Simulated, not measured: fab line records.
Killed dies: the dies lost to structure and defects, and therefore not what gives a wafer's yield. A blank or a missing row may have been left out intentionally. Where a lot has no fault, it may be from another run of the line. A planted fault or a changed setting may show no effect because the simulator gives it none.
Which of the tools did it? | flow sky130 | Sampling: 12 lots, 36 wafers, 5 of 708 route steps

== WHAT THE GAUGES READ, wafer by wafer ==
SKY_SD_N_CD_MEAS_07 targets a cd of 380 nm. Usual: cd-nm reads 380.3 nm (standard deviation 2.6).
lot  | measured     | on        | cd-nm (nm)        | flag
L453 | day 27 21:25 | cd-sem-02 | 380.3 380.3 379.9 |
L455 | day 28 09:39 | cd-sem-01 | 378.9 382.4 381.1 |
L456 | day 29 00:58 | cd-sem-01 | 381.7 380.0 379.6 |
L457 | day 29 13:19 | cd-sem-02 | 380.9 379.9 380.4 |
L459 | day 29 21:16 | cd-sem-01 | 378.4 378.1 378.1 |
L460 | day 30 08:13 | cd-sem-02 | 376.6 374.1 376.9 |
L462 | day 30 21:43 | cd-sem-02 | 378.6 379.6 379.0 |
L464 | day 32 01:24 | cd-sem-02 | 381.0 381.8 379.9 |
L466 | day 32 15:17 | cd-sem-02 | 386.4 386.4 385.3 |
L473 | day 34 14:43 | cd-sem-01 | 441.2 443.1 441.8 | OFF
L476 | day 35 11:34 | cd-sem-02 | 378.7 381.1 381.8 |
L475 | day 35 15:19 | cd-sem-01 | 429.1 432.5 432.5 | OFF

SKY_SD_N_TW_MEAS_12. Usual: SD_N_TW typically reads 3994, with standard deviation 31.
lot  | measured     | on            | SD_N_TW        | flag
L453 | day 27 21:58 | film-metro-04 | 3950 3921 3929 |
L455 | day 28 10:11 | film-metro-01 | 4028 4005 4030 |
L456 | day 29 01:29 | film-metro-02 | 4009 3987 3998 |
L457 | day 29 13:52 | film-metro-01 | 4017 4015 4020 |
L459 | day 29 21:49 | film-metro-02 | 3995 3990 3996 |
L460 | day 30 08:46 | film-metro-02 | 4000 4014 4006 |
L462 | day 30 22:16 | film-metro-02 | 4001 3998 4037 |
L464 | day 32 01:56 | film-metro-01 | 3977 3986 4019 |
L466 | day 32 15:49 | film-metro-02 | 4036 4025 4026 |
L473 | day 34 15:16 | film-metro-01 | 3974 4001 3992 |
L476 | day 35 12:07 | film-metro-01 | 3984 3974 3972 |
L475 | day 35 15:52 | film-metro-01 | 4007 4000 3997 |

SKY_LI_CONTACT_CD_MEAS_12 targets a cd of 170 nm. Usual: cd-nm reads 170.4 nm (standard deviation 1.4).
lot  | measured     | on        | cd-nm (nm)        | flag
L453 | day 29 04:04 | cd-sem-02 | 169.4 168.9 169.8 |
L455 | day 29 15:37 | cd-sem-01 | 172.9 171.4 171.7 |
L456 | day 30 06:42 | cd-sem-01 | 169.7 169.4 169.0 |
L457 | day 30 19:10 | cd-sem-02 | 173.4 172.6 172.1 |
L459 | day 31 02:41 | cd-sem-02 | 172.1 169.7 169.5 |
L460 | day 31 13:07 | cd-sem-01 | 168.4 167.6 168.4 |
L462 | day 32 02:49 | cd-sem-02 | 173.0 170.8 170.2 |
L464 | day 33 05:25 | cd-sem-01 | 170.1 171.8 169.1 |
L466 | day 33 19:53 | cd-sem-01 | 172.1 171.4 170.0 |
L473 | day 35 18:21 | cd-sem-02 | 171.6 171.8 171.5 |
L476 | day 36 15:07 | cd-sem-01 | 170.6 171.3 170.9 |
L475 | day 36 19:28 | cd-sem-02 | 172.5 172.6 172.7 |

== WHAT TOOL EACH LOT RAN ON (gives the tool, then ch and the chambers of the sampled wafers, and finally the start) ==
lot  | SKY_SD_N_COAT_02                  | SKY_SD_N_STRIP_11
L453 | litho-track-03 ch 0, day 27 06:07 | plasma-asher-01 ch 0,1, day 27 21:52
L455 | litho-track-02 ch 0, day 27 19:10 | plasma-asher-01 ch 0,1, day 28 10:06
L456 | litho-track-02 ch 0, day 28 10:25 | plasma-asher-01 ch 0,1, day 29 01:25
L457 | litho-track-01 ch 0, day 28 23:22 | plasma-asher-04 ch 0,1, day 29 13:46
L459 | litho-track-01 ch 0, day 29 07:10 | plasma-asher-01 ch 0,1, day 29 21:43
L460 | litho-track-01 ch 0, day 29 17:19 | plasma-asher-01 ch 0,1, day 30 08:40
L462 | litho-track-01 ch 0, day 30 08:25 | plasma-asher-01 ch 0,1, day 30 22:10
L464 | litho-track-02 ch 0, day 31 11:43 | plasma-asher-01 ch 0,1, day 32 01:51
L466 | litho-track-01 ch 0, day 32 02:23 | plasma-asher-03 ch 0,1, day 32 15:43
L473 | litho-track-01 ch 0, day 34 01:05 | plasma-asher-01 ch 0,1, day 34 15:09
L476 | litho-track-03 ch 0, day 34 22:25 | plasma-asher-03 ch 0,1, day 35 12:01
L475 | litho-track-01 ch 0, day 35 03:10 | plasma-asher-01 ch 0,1, day 35 15:46
- SKY_SD_N_COAT_02: resist thk 1140 nm.
- SKY_SD_N_STRIP_11: strips in O2/N2.

== WHAT THE TOOLS THEMSELVES READ (means of the sampled wafers that have a number; where no wafer has one, the mark that the record gives instead) ==
SKY_SD_N_COAT_02. Usual: chill-plate-temp-C reads 22.98 C (standard deviation 0.12).
lot  | tool           | chill-plate-temp-C (C) | flag
L453 | litho-track-03 | 22.99                  |
L455 | litho-track-02 | 23.03                  |
L456 | litho-track-02 | 23.13                  |
L457 | litho-track-01 | 22.87                  |
L459 | litho-track-01 | 22.86                  |
L460 | litho-track-01 | 22.94                  |
L462 | litho-track-01 | 22.94                  |
L464 | litho-track-02 | 22.84                  |
L466 | litho-track-01 | 23.03                  |
L473 | litho-track-01 | 23.00                  |
L476 | litho-track-03 | 23.09                  |
L475 | litho-track-01 | 23.05                  |

SKY_SD_N_STRIP_11. Usual: drypump-motor-current-A 5.4 A, standard deviation 0.37; o2-flow-sccm 3000 sccm, standard deviation 8.8; oes-product-au 0.528 a.u., standard deviation 0.0047; strip-time-to-endpoint-s 22.55 s, standard deviation 0.039.
lot  | tool            | drypump-motor-current-A (A) | o2-flow-sccm (sccm) | oes-product-au (a.u.) | strip-time-to-endpoint-s (s) | flag
L453 | plasma-asher-01 | 5.2                         | 2991                | 0.526                 | 22.55                        |
L455 | plasma-asher-01 | 5.3                         | 3004                | 0.528                 | 22.51                        |
L456 | plasma-asher-01 | 5.2                         | 2996                | 0.530                 | 22.57                        |
L457 | plasma-asher-04 | 6.1                         | 2996                | 0.525                 | 22.52                        |
L459 | plasma-asher-01 | 5.3                         | 3001                | 0.525                 | 22.62                        |
L460 | plasma-asher-01 | 5.2                         | 2992                | 0.531                 | 22.55                        |
L462 | plasma-asher-01 | 5.4                         | 3004                | 0.528                 | 22.56                        |
L464 | plasma-asher-01 | 5.3                         | 2992                | 0.526                 | 22.52                        |
L466 | plasma-asher-03 | 5.0                         | 3003                | 0.529                 | 22.57                        |
L473 | plasma-asher-01 | 5.2                         | 2996                | 0.456                 | 16.71                        | OFF
L476 | plasma-asher-03 | 5.1                         | 3003                | 0.530                 | 22.59                        |
L475 | plasma-asher-01 | 5.2                         | 3005                | 0.454                 | 16.70                        | OFF

== THE ANSWER, worked out from the rows above alone ==
Rule: lot off if the mean of its wafers having a number is beyond 3 standard deviations from the usual mean. Also off: a lot with no number at a reading for which 4 or more lots have one. Any other lot the step has rows for is counted as sound. Order of review: gauges by route order, followed by the tools' own readings, for which a lot's mean as printed above is used. The first step at which some lot is off is used, and at that step the reading that is off furthest; a lot without a number counts as furthest.
Off, at SKY_SD_N_CD_MEAS_07 on cd-nm: L473, L475.
If a tool, at a process step before that reading, ran all the lots that are off and no sound lot after the first of them, it fits. The gauges at SKY_SD_N_CD_MEAS_07 aren't tried: what is off there is off at SKY_SD_N_STRIP_11 too, on other tools, and a gauge's error can't cause that. One fits: SKY_SD_N_COAT_02 on litho-track-01. Its last sound lot is L466 (day 32 02:23), its first lot that is off L473 (day 34 01:05): a fault that began between those two fits.

== WHAT THE SIMULATOR HAD INSERTED ==
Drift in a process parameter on litho-track-01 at SKY_SD_N_COAT_02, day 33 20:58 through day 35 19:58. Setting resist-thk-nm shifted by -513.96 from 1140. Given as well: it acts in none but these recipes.
Lots struck among those shown: L473, L475. The rule given above showed the same thing.
